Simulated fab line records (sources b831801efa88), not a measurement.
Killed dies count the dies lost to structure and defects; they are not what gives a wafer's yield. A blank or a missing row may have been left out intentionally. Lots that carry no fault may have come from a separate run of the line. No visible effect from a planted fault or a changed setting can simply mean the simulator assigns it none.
fab line records ; flow sky130 ; part 2 of 2: steps 32 to 41 of 41
record lots=5; wafers=15; lastDay=49
route steps=708 shown METAL1@445 VIA1@458 METAL2@483
lots that met no fault: from a run of the same line without faults
startH: the number of hours between the record's first day and the start of the first shown wafer of the lot ; waitH: hours since the lot's step before ; " repeats the value in the row above ; L1.1+2: several wafers, shown together as one row ; - either no value or no given start ; * or withheld: withheld ; < > ~ a bound
route shown NAME@n: a module of which the file shows steps, and the number in the route of the first ; usual: mean and standard deviation over wafers with no fault ; same: alike in all rows ; chamber/n: place in a boat ; sites: each site's reading ; _std_site: how widely they spread, as a standard deviation ; _edge_site: outer sites' mean less inner sites' ; radiusMm: for every site, how far away it sits from the centre of the wafer ; mask NAME#n: copy n ; behind: the most recent tool/chamber to have shaped the wafer ; hold: why the lot went on hold/how many hours it stayed there/how the hold came to an end ; device: transistor that didn't switch, given as n, p or np ; end of line: tests of these same wafers at the route's end ; step lacking rows: just its recipe ; killed: the dies lost at the first sort to structure and to defects; this is not the yield of the wafer ; map: shows each die of a wafer: x if killed, . if not, _ if none is there
set.NAME: the setting that was run; set.NAME@STEP: the one run at that earlier step ; model.NAME: the simulator's own value behind a step, which no gauge read
lots at some steps of the route; a table a step, a row a wafer
services: a tool's chamber out of use, with start hour (startH, from the record's first day; less than 0 if before it), hours out, and reason
## steps
# step SKY_VIA1_CLEAN_18
# recipe chemistry=IPA; timeS=180; tempC=25
lot.wafer;tool;chamber;startH;waitH
L080.1+4+5;wetBench-03;0;857.93;0.0
L083.1+5+6;wetBench-03;3;870.78;0.0
L085.3+5+6;wetBench-01;1;888.23;0.0
L089.2+3+6;wetBench-02;2;909.23;0.0
L091.1+4+6;wetBench-02;3;919.80;0.0
# step SKY_VIA1_CLEAN_19
# recipe chemistry=O3/DIW; dry=n2Spin
lot.wafer;tool;chamber;startH;waitH
L080.1+4+5;wetBench-02;0;857.99;0.0
L083.1+5+6;wetBench-02;3;870.84;0.0
L085.3+5+6;wetBench-03;0;888.29;0.0
L089.2+3+6;wetBench-01;0;909.29;0.0
L091.1+4+6;wetBench-03;3;919.87;0.0
# step SKY_VIA1_SPUTTER_20
# recipe material=TiN; targetThkNm=20; chamberPressurePa=4.909; powerW=4000; timeS=80
# usual throttleValvePct=30.2/1.1
lot.wafer;tool;chamber;startH;waitH;throttleValvePct
L080.1;pvdSputter-02;-;858.08;0.0;30.0
L080.4;pvdSputter-02;-;858.08;0.0;29.8
L080.5;pvdSputter-02;-;858.08;0.0;28.7
L083.1;pvdSputter-02;-;870.94;0.0;29.5
L083.5;pvdSputter-02;-;870.94;0.0;30.1
L083.6;pvdSputter-02;-;870.94;0.0;28.8
L085.3;pvdSputter-02;-;888.38;0.0;28.6
L085.5;pvdSputter-02;-;888.38;0.0;31.8
L085.6;pvdSputter-02;-;888.38;0.0;30.1
L089.2;pvdSputter-02;-;909.47;0.0;30.1
L089.3;pvdSputter-02;-;909.47;0.0;30.1
L089.6;pvdSputter-02;-;909.47;0.0;31.7
L091.1;pvdSputter-02;-;919.97;0.0;30.1
L091.4;pvdSputter-02;-;919.97;0.0;32.0
L091.6;pvdSputter-02;-;919.97;0.0;31.5
# step SKY_VIA1_CVD_21
# recipe material=W; targetThkNm=270; timeS=80.902; tempC=400; pressureTorr=40
# usual heaterPowerW=835/43
lot.wafer;tool;chamber;startH;waitH;heaterPowerW;sinceWetCleanH
L080.1;cvdW-02;0;858.14;0.0;879;954
L080.4;cvdW-02;1;858.14;0.0;825;-
L080.5;cvdW-02;0;858.14;0.0;871;-
L083.1;cvdW-01;0;871.00;0.0;884;467
L083.5;cvdW-01;1;871.00;0.0;791;-
L083.6;cvdW-01;0;871.00;0.0;898;-
L085.3;cvdW-01;0;888.47;0.1;908;-
L085.5;cvdW-01;1;888.47;0.1;792;-
L085.6;cvdW-01;0;888.47;0.1;894;-
L089.2;cvdW-01;1;909.65;0.1;797;506
L089.3;cvdW-01;0;909.65;0.1;863;-
L089.6;cvdW-01;0;909.65;0.1;884;-
L091.1;cvdW-02;1;920.03;0.0;797;2
L091.4;cvdW-02;0;920.03;0.0;836;-
L091.6;cvdW-02;1;920.03;0.0;801;-
# step SKY_VIA1_RS_MEAS_22
# recipe thkMeasGauge=four-point-probe; reads=W_of_VIA1_CVD_21+TiN_of_VIA1_SPUTTER_20
# usual VIA1_W_RS=0.425/0.0079
lot.wafer;tool;chamber;startH;waitH;VIA1_W_RS[ohm/sq]
L080.1;filmMetro-03;-;858.23;0.1;0.432
L080.4;filmMetro-03;-;858.23;0.1;0.416
L080.5;filmMetro-03;-;858.23;0.1;0.435
L083.1;filmMetro-04;-;871.10;0.1;0.424
L083.5;filmMetro-04;-;871.10;0.1;0.427
L083.6;filmMetro-04;-;871.10;0.1;0.423
L085.3;filmMetro-01;-;888.57;0.1;0.426
L085.5;filmMetro-01;-;888.57;0.1;0.421
L085.6;filmMetro-01;-;888.57;0.1;0.422
L089.2;filmMetro-04;-;909.76;0.1;0.422
L089.3;filmMetro-04;-;909.76;0.1;0.432
L089.6;filmMetro-04;-;909.76;0.1;0.432
L091.1;filmMetro-03;-;920.12;0.1;0.411
L091.4;filmMetro-03;-;920.12;0.1;0.430
L091.6;filmMetro-03;-;920.12;0.1;0.412
# step SKY_VIA1_THK_MEAS_23
# recipe thkMeasGauge=xrf; reads=W_of_VIA1_CVD_21
# usual VIA1_W_THK=275/5.3
lot.wafer;tool;chamber;startH;waitH;VIA1_W_THK[nm]
L080.1;filmMetro-03;-;858.35;0.1;272
L080.4;filmMetro-03;-;858.35;0.1;282
L080.5;filmMetro-03;-;858.35;0.1;269
L083.1;filmMetro-04;-;871.22;0.1;275
L083.5;filmMetro-04;-;871.22;0.1;274
L083.6;filmMetro-04;-;871.22;0.1;275
L085.3;filmMetro-01;-;888.67;0.1;272
L085.5;filmMetro-01;-;888.67;0.1;276
L085.6;filmMetro-01;-;888.67;0.1;275
L089.2;filmMetro-04;-;909.87;0.1;274
L089.3;filmMetro-04;-;909.87;0.1;270
L089.6;filmMetro-04;-;909.87;0.1;271
L091.1;filmMetro-03;-;920.24;0.1;284
L091.4;filmMetro-03;-;920.24;0.1;271
L091.6;filmMetro-03;-;920.24;0.1;283
# step SKY_VIA1_CMP_24
# recipe stopOn=SiO2; tOverpolishS=15; downForcePsi=3.5; platenRpm=60; targetThkNm=0; padVelocityMS=0.94248
# usual motorCurrentA=11.1/0.8; overpolishRunS=15.001/0.0085; timeToEndpointS=67/3.4
lot.wafer;tool;chamber;startH;waitH;motorCurrentA;overpolishRunS;timeToEndpointS
L080.4;cmp-02;1;858.43;0.0;12.8;15.008;73
L080.1;cmp-02;0;858.43;0.0;10.0;15.016;64
L080.5;cmp-02;2;858.43;0.0;10.3;15.008;72
L083.1;cmp-02;0;871.43;0.2;10.5;15.000;65
L083.5;cmp-02;1;871.43;0.2;12.4;14.996;69
L083.6;cmp-02;2;871.43;0.2;11.0;15.001;70
L085.3;cmp-02;3;888.86;0.2;9.7;15.000;65
L085.5;cmp-02;0;888.86;0.2;10.4;15.003;66
L085.6;cmp-02;1;888.86;0.2;12.5;14.994;69
L089.2;cmp-01;2;909.93;0.0;11.1;15.000;66
L089.3;cmp-01;3;909.93;0.0;12.0;15.005;65
L089.6;cmp-01;3;909.93;0.0;11.6;15.010;66
L091.1;cmp-02;3;920.35;0.1;10.0;14.995;68
L091.4;cmp-02;0;920.35;0.1;10.0;15.007;63
L091.6;cmp-02;2;920.35;0.1;10.6;14.988;71
# step SKY_METAL2_SPUTTER_00
# recipe material=Ti; targetThkNm=15; powerW=3000; timeS=10; chamberPressurePa=0.4
# usual throttleValvePct=30.3/0.83
lot.wafer;tool;chamber;startH;waitH;throttleValvePct
L080.1;pvdSputter-01;-;858.73;0.1;28.8
L080.4;pvdSputter-01;-;858.73;0.1;29.0
L080.5;pvdSputter-01;-;858.73;0.1;30.8
L083.1;pvdSputter-04;-;871.58;0.1;29.8
L083.5;pvdSputter-04;-;871.58;0.1;30.0
L083.6;pvdSputter-04;-;871.58;0.1;30.0
L085.3;pvdSputter-01;-;889.01;0.1;31.0
L085.5;pvdSputter-01;-;889.01;0.1;28.8
L085.6;pvdSputter-01;-;889.01;0.1;31.0
L089.2;pvdSputter-01;-;910.23;0.2;30.6
L089.3;pvdSputter-01;-;910.23;0.2;29.0
L089.6;pvdSputter-01;-;910.23;0.2;29.6
L091.1;pvdSputter-03;-;920.60;0.2;32.3
L091.4;pvdSputter-03;-;920.60;0.2;29.9
L091.6;pvdSputter-03;-;920.60;0.2;29.9
# step SKY_METAL2_SPUTTER_01
# recipe material=TiN; targetThkNm=20; powerW=6500; timeS=16.7; chamberPressurePa=0.4
# usual throttleValvePct=30.3/0.84
lot.wafer;tool;chamber;startH;waitH;throttleValvePct
L080.1;pvdSputter-01;-;858.75;0.0;28.7
L080.4;pvdSputter-01;-;858.75;0.0;28.7
L080.5;pvdSputter-01;-;858.75;0.0;30.7
L083.1;pvdSputter-04;-;871.60;0.0;30.0
L083.5;pvdSputter-04;-;871.60;0.0;29.9
L083.6;pvdSputter-04;-;871.60;0.0;30.1
L085.3;pvdSputter-01;-;889.04;0.0;30.9
L085.5;pvdSputter-01;-;889.04;0.0;28.8
L085.6;pvdSputter-01;-;889.04;0.0;30.9
L089.2;pvdSputter-01;-;910.25;0.0;30.8
L089.3;pvdSputter-01;-;910.25;0.0;28.7
L089.6;pvdSputter-01;-;910.25;0.0;29.4
L091.1;pvdSputter-03;-;920.62;0.0;32.2
L091.4;pvdSputter-03;-;920.62;0.0;30.0
L091.6;pvdSputter-03;-;920.62;0.0;29.7
# step SKY_METAL2_SPUTTER_02
# recipe material=AlCu; targetThkNm=250; powerW=10600; timeS=13.3; chamberPressurePa=0.4
# usual throttleValvePct=30.3/0.83
lot.wafer;tool;chamber;startH;waitH;throttleValvePct
L080.1;pvdSputter-01;-;858.78;0.0;28.9
L080.4;pvdSputter-01;-;858.78;0.0;28.9
L080.5;pvdSputter-01;-;858.78;0.0;30.5
L083.1;pvdSputter-04;-;871.62;0.0;29.9
L083.5;pvdSputter-04;-;871.62;0.0;30.2
L083.6;pvdSputter-04;-;871.62;0.0;29.8
L085.3;pvdSputter-01;-;889.06;0.0;30.7
L085.5;pvdSputter-01;-;889.06;0.0;28.9
L085.6;pvdSputter-01;-;889.06;0.0;30.9
L089.2;pvdSputter-01;-;910.28;0.0;30.9
L089.3;pvdSputter-01;-;910.28;0.0;28.8
L089.6;pvdSputter-01;-;910.28;0.0;29.6
L091.1;pvdSputter-03;-;920.65;0.0;32.0
L091.4;pvdSputter-03;-;920.65;0.0;29.7
L091.6;pvdSputter-03;-;920.65;0.0;30.0
## services
tool;chamber;startH;hours;kind
cmp-01;-;791.32;0.9;repair
cmp-01;-;792.12;0.9;repair
wetBench-02;-;798.24;2.2;repair
rieDiel-02;-;801.33;6.2;repair
pvdSputter-02;-;804.39;12.3;repair
krfScanner-02;-;805.17;1.0;pm
plasmaAsher-03;-;806.46;14.6;pm
krfScanner-02;-;814.91;4.0;pm
cmp-02;-;819.17;32.7;repair
rieMetal-02;-;823.21;28.1;pm
krfScanner-02;-;837.15;17.0;repair
cmp-01;-;851.24;1.2;repair
rieMetal-01;-;863.29;14.6;pm
rieMetal-02;-;868.90;0.4;repair
rieMetal-01;-;877.89;2.8;pm
wetBench-03;-;889.59;5.2;repair
pvdSputter-02;-;890.29;4.2;repair
krfScanner-02;-;893.19;0.8;pm
pvdSputter-01;-;893.72;3.4;repair
krfScanner-01;-;897.18;4.4;pm
rieDiel-02;-;901.98;0.7;repair
krfScanner-02;-;904.74;1.3;pm
cmp-01;-;912.36;4.0;pm
krfScanner-01;-;915.72;1.3;pm
